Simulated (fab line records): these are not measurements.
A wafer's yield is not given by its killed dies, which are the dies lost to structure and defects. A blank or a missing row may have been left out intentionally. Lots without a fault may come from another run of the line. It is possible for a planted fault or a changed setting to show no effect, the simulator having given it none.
Chamber matching -- flow sky130 -- rie_si-02 running SKY_POLY_GATE_ETCH_17: 4 sister chambers
The step etches poly-Si in HBr/Cl2, stops on SiO2, target depth 180 nm, time 70.5 s. 8 wafers are shown with their chamber, then 8 later ones without.

## EACH WAFER AND ITS CHAMBER
wafer,chamber,drypump_motor_current_A (A),HBr_flow_sccm (sccm)
L852.1,2,5.9,150.7
L854.6,1,5.4,149.9
L858.4,1,5.4,150.3
L858.6,2,5.9,149.7
L859.5,3,6.0,149.7
L862.4,3,6.1,150.7
L862.6,0,4.8,150.7
L863.2,0,4.8,149.8

## WAFERS WITH NO CHAMBER GIVEN
wafer,drypump_motor_current_A (A),HBr_flow_sccm (sccm)
L863.3,5.9,149.6
L863.6,5.9,149.5
L866.3,6.0,150.4
L866.4,4.8,150.4
L866.6,5.9,150.2
L872.2,5.9,149.1
L872.3,6.0,150.3
L872.4,4.8,149.8

## WHICH CHAMBER EACH WENT THROUGH
wafer,from the rows above,in truth
L863.3,2,2
L863.6,2,2
L866.3,can't be placed: 3 or 2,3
L866.4,0,0
L866.6,2,2
L872.2,2,2
L872.3,can't be placed: 3 or 2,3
L872.4,0,0
Correctly placed: 6 of 8. These rows do not allow placing 2 (true chamber among the candidates in 2). Number placed wrongly: 0.
How it was worked out, from the rows above alone: a wafer's distance from a chamber is the root of the sum, over the readings, of the square of ((its reading less the chamber's mean) divided by the reading's scatter). The wafer belongs to the nearest chamber; if the next one is less than 2 further off, it can't be placed. A chamber's mean is the mean of its shown wafers. The scatter is the square root of a quotient: the sum, over the shown wafers, of each reading's squared deviation from its chamber's mean, divided by wafers minus chambers.
